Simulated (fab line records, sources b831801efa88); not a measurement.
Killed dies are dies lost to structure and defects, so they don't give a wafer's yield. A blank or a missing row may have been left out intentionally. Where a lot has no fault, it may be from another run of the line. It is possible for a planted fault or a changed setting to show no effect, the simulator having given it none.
A lot that was struck, set against a sound lot	flow sky130	15 out of 708 route steps
Sound: these wafers, L856.3, L856.5, L856.6. Struck: wafers L863.3, L863.4, L863.6. At the end, the cause is stated.
Each step with rows lists, per side, the tool, then ch with its chambers, then its first start. Under that, the readings that differ: sound wafers	struck wafers	difference of the means	sigmas: that difference in standard deviations of wafers without a fault.
alike: words and numbers the same on both sides, and readings whose means are apart by under 2 such deviations; not compared: readings that were withheld, readings missing a value for some wafer, numbers with overlapping values and no deviation given by the record, and bounds like >300 which may hide the same value.
Wherever a step has rows on one side only, a row that says differs or no value, or a row with sigmas, the two part there. When numbers do not overlap yet have no deviation, they are printed without sigmas and do not part them. A reading missing from all wafers of one side parts the sides only when that side holds two or more wafers.

SKY_VIA1_OVL_MEAS_13:
  struck on overlay-01, day 37 05:23; sound on overlay-02, day 35 07:13
  alike: VIA1_OVL
SKY_VIA1_ETCH_14: etches BARC in N2/H2, stops on SiO2, time 45.9 s, target depth 60 nm.
  sound on rieDiel-03 ch 0,1,2, day 35 07:14; struck on rieDiel-01 ch 0,2,3, day 37 05:25
  alike: drypumpMotorCurrentA, oesProductAu, throttleValvePct
  not compared: rfHoursCounterH
SKY_VIA1_ETCH_15: etches SiO2 in C4F8/O2/Ar, stops on TiN, target depth 351 nm, time 54 s.
  sound on rieDiel-03 ch 0,1,2, day 35 07:17; struck on rieDiel-01 ch 0,2,3, day 37 05:27
  alike: oesProductAu
  not compared: rfHoursCounterH
then, 5 steps without rows for these wafers: SKY_VIA1_STRIP_16 (strips in O2/N2); SKY_VIA1_STRIP_17 (strips in post etch residue remover, time 1200 s); SKY_VIA1_CLEAN_18 (cleans in IPA, time 180 s); SKY_VIA1_CLEAN_19 (cleans in O3/DIW); SKY_VIA1_SPUTTER_20 (material TiN, target thk 20 nm, time 80 s).
SKY_VIA1_CVD_21: deposits W, target thk 270 nm, time 80.902 s.
  sound on cvdW-01 ch 0,1, day 35 08:01; struck on cvdW-02 ch 0,1, day 37 06:11
  alike: heaterPowerW
SKY_VIA1_RS_MEAS_22: measurement is done with a four-point probe.
  struck on filmMetro-02, day 37 06:17; sound on filmMetro-03, day 35 08:07
  alike: VIA1_W_RS
SKY_VIA1_THK_MEAS_23: measures by xrf.
  struck on filmMetro-02, day 37 06:23; sound on filmMetro-03, day 35 08:13
  alike: VIA1_W_THK
SKY_VIA1_CMP_24: polishes, stops on SiO2, t overpolish 15 s, target thk 0 nm.
  sound on cmp-01 ch 0,1,2, day 35 08:25; struck on cmp-02 ch 1,3, day 37 06:29
  alike: motorCurrentA, overpolishRunS, retainingRingPressureFrac, timeToEndpointS
SKY_METAL2_SPUTTER_00: material Ti, target thk 15 nm, time 10 s.
  struck on pvdSputter-01, day 37 06:44; sound on pvdSputter-04, day 35 08:34
reading	sound	struck	difference	sigmas
chamberPressurePa (Pa)	0.4012 0.3992 0.4004	0.4445 0.4449 0.4443	+0.0443	+56
  alike: cathodeDcPowerW, throttleValvePct
SKY_METAL2_SPUTTER_01: material TiN, target thk 20 nm, time 16.7 s.
  struck on pvdSputter-01, day 37 06:45; sound on pvdSputter-04, day 35 08:35
reading	sound	struck	difference	sigmas
chamberPressurePa (Pa)	0.3993 0.4003 0.3989	0.4001 0.4017 0.4021	+0.0018	+2
  alike: cathodeDcPowerW, throttleValvePct
next, for these wafers, 1 step has no rows: SKY_PAD_OPEN_PROBE_99.

## WHERE THEY PART
At SKY_METAL2_SPUTTER_00 first; at SKY_METAL2_SPUTTER_01 last (within this record only).

WHY: the cause the simulator had injected
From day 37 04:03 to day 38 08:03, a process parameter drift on pvdSputter-01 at SKY_METAL2_SPUTTER_00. Setting chamberPressurePa shifted by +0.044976 from 0.4. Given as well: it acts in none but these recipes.
